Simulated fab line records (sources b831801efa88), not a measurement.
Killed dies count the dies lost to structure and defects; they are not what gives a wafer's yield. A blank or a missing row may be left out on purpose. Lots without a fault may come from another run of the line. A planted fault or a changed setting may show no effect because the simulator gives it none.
Which tool did it? | flow sky130 | Sampling: 13 lots, 39 wafers, 4 of 708 route steps

## WHAT THE GAUGES SHOWED, per wafer
SKY_SONOS_TUNNEL_CD_MEAS_07 targets a cd of 410 nm. Usual: cdNm reads 410.0 nm (standard deviation 2.2).
lot  | measured     | on       | cdNm (nm)         | flag
L414 | day 12 07:31 | cdSem-02 | 413.0 412.1 411.6 | 
L415 | day 12 12:12 | cdSem-01 | 410.0 408.3 410.4 | 
L416 | day 12 18:51 | cdSem-02 | 412.2 411.8 410.5 | 
L417 | day 13 06:27 | cdSem-01 | 408.8 409.0 408.8 | 
L419 | day 13 17:29 | cdSem-02 | 409.3 409.8 408.5 | 
L423 | day 14 22:52 | cdSem-01 | 410.8 410.6 410.3 | 
L424 | day 15 05:16 | cdSem-02 | 408.5 409.4 408.6 | 
L429 | day 16 16:05 | cdSem-02 | 409.7 408.8 409.0 | 
L430 | day 17 04:26 | cdSem-01 | 408.2 408.1 410.8 | 
L431 | day 17 06:38 | cdSem-01 | 410.7 410.3 411.1 | 
L432 | day 17 21:33 | cdSem-01 | 413.4 415.0 414.6 | 
L433 | day 18 08:23 | cdSem-01 | 407.6 408.0 408.0 | 
L435 | day 18 22:34 | cdSem-02 | 411.0 411.1 409.1 | 

SKY_POLY_CUT_OVL_MEAS_09. Usual: for POLY_CUT_OVL the level is 1 nm and the standard deviation is 5.2.
lot  | measured     | on         | POLY_CUT_OVL (nm) | flag
L414 | day 25 07:58 | overlay-01 | 4 7 3             | 
L415 | day 25 13:53 | overlay-01 | 0 -5 -7           | 
L416 | day 25 19:41 | overlay-02 | -1 5 -1           | 
L417 | day 25 23:55 | overlay-02 | 6 7 0             | 
L419 | day 26 19:33 | overlay-02 | 8 5 -5            | 
L423 | day 28 05:34 | overlay-02 | 1 -1 7            | 
L424 | day 28 08:48 | overlay-02 | 10 6 10           | 
L429 | day 29 21:08 | overlay-02 | -1 0 2            | 
L430 | day 30 13:50 | overlay-02 | 2 2 1             | 
L431 | day 30 15:58 | overlay-02 | -2 0 -3           | 
L432 | day 31 03:07 | overlay-02 | 1 -1 0            | 
L433 | day 31 09:41 | overlay-02 | 6 4 6             | 
L435 | day 31 20:06 | overlay-01 | 8 3 1             | 

## WHAT TOOL EACH LOT RAN ON (gives the tool, then ch and the chambers of the sampled wafers, and finally the start)
lot  | SKY_LDD_HVN_STRIP_09                | SKY_LDD_HVP_SOFTBAKE_03
L414 | plasmaAsher-04 ch 0,1, day 21 12:02 | lithoTrack-02 ch 0, day 22 02:53
L415 | plasmaAsher-01 ch 0,1, day 21 17:07 | lithoTrack-04 ch 0, day 22 08:13
L416 | plasmaAsher-04 ch 0,1, day 22 00:23 | lithoTrack-02 ch 0, day 22 16:12
L417 | plasmaAsher-02 ch 0,1, day 22 05:34 | lithoTrack-03 ch 0, day 22 21:01
L419 | plasmaAsher-02 ch 0,1, day 23 01:08 | lithoTrack-03 ch 0, day 23 15:41
L423 | plasmaAsher-02 ch 0,1, day 24 12:16 | lithoTrack-03 ch 0, day 25 03:55
L424 | plasmaAsher-04 ch 0,1, day 24 15:16 | lithoTrack-03 ch 0, day 25 07:01
L429 | plasmaAsher-01 ch 0,1, day 26 03:35 | lithoTrack-04 ch 0, day 26 18:29
L430 | plasmaAsher-02 ch 0,1, day 26 19:16 | lithoTrack-04 ch 0, day 27 09:32
L431 | plasmaAsher-02 ch 1, day 26 22:35   | lithoTrack-02 ch 0, day 27 12:09
L432 | plasmaAsher-04 ch 0,1, day 27 10:50 | lithoTrack-04 ch 0, day 28 01:32
L433 | plasmaAsher-01 ch 0,1, day 27 18:53 | lithoTrack-04 ch 0, day 28 08:23
L435 | plasmaAsher-02 ch 0,1, day 28 04:29 | lithoTrack-03 ch 0, day 28 18:34
- SKY_LDD_HVN_STRIP_09: strips in O2/N2.
- SKY_LDD_HVP_SOFTBAKE_03: time 60 s.

## AS READ BY THE TOOLS THEMSELVES (means over the sampled wafers that have a number; for cases with no such wafer, the mark the record gives instead)
SKY_LDD_HVN_STRIP_09. Usual: drypumpMotorCurrentA 5.8 A, standard deviation 0.55; oesProductAu 0.408 a.u., standard deviation 0.0047; stripTimeToEndpointS 4.132 s, standard deviation 0.015.
lot  | tool           | drypumpMotorCurrentA (A) | oesProductAu (a.u.) | stripTimeToEndpointS (s) | flag
L414 | plasmaAsher-04 | 5.7                      | 0.407               | 4.128                    | 
L415 | plasmaAsher-01 | 6.0                      | 0.406               | 4.128                    | 
L416 | plasmaAsher-04 | 5.7                      | 0.409               | 4.127                    | 
L417 | plasmaAsher-02 | 5.7                      | 0.409               | 4.120                    | 
L419 | plasmaAsher-02 | 5.3                      | 0.407               | 4.124                    | 
L423 | plasmaAsher-02 | 5.3                      | 0.407               | 4.112                    | 
L424 | plasmaAsher-04 | 5.7                      | 0.410               | 4.113                    | 
L429 | plasmaAsher-01 | 6.3                      | 0.410               | 4.124                    | 
L430 | plasmaAsher-02 | 5.6                      | 0.410               | 4.138                    | 
L431 | plasmaAsher-02 | 5.0                      | 0.409               | 4.163                    | 
L432 | plasmaAsher-04 | 5.7                      | 0.404               | 4.105                    | 
L433 | plasmaAsher-01 | 6.0                      | 0.407               | 4.128                    | 
L435 | plasmaAsher-02 | 5.7                      | 0.408               | 4.147                    | 

SKY_LDD_HVP_SOFTBAKE_03. Usual: heaterPowerTotalW 56.60 W, standard deviation 0.049; plateTempC 90.00 C, standard deviation 0.13.
lot  | tool          | heaterPowerTotalW (W) | plateTempC (C) | flag
L414 | lithoTrack-02 | 56.62                 | 89.93          | 
L415 | lithoTrack-04 | 56.60                 | 89.85          | 
L416 | lithoTrack-02 | 56.60                 | 90.20          | 
L417 | lithoTrack-03 | 56.60                 | 90.09          | 
L419 | lithoTrack-03 | 56.62                 | 89.89          | 
L423 | lithoTrack-03 | 57.41                 | 90.82          | OFF
L424 | lithoTrack-03 | 57.37                 | 90.78          | OFF
L429 | lithoTrack-04 | 56.61                 | 89.84          | 
L430 | lithoTrack-04 | 56.58                 | 90.01          | 
L431 | lithoTrack-02 | 56.61                 | 90.04          | 
L432 | lithoTrack-04 | 56.48                 | 90.16          | 
L433 | lithoTrack-04 | 56.60                 | 90.08          | 
L435 | lithoTrack-03 | 56.61                 | 89.94          | 

## THE ANSWER, worked out from the rows above alone
Rule: a lot is off if the mean of its wafers that have a number lies more than 3 standard deviations from the usual mean. A lot without any number at a reading at which 4 lots or more have one is off too. The other lots that the step has rows for count as sound. First the gauges in route order, then the tools' own readings, where a lot's mean is used as printed above. At the first step where some lot is off, the reading lying furthest off is the one used; lots without a number count as furthest.
Off: L423, L424 (SKY_LDD_HVP_SOFTBAKE_03, heaterPowerTotalW).
If a tool, at that step or one of the process steps before it, ran each lot that is off and ran no sound lot following the first of them, it fits. None of those tried fits.

## WHAT THE SIMULATOR PUT IN
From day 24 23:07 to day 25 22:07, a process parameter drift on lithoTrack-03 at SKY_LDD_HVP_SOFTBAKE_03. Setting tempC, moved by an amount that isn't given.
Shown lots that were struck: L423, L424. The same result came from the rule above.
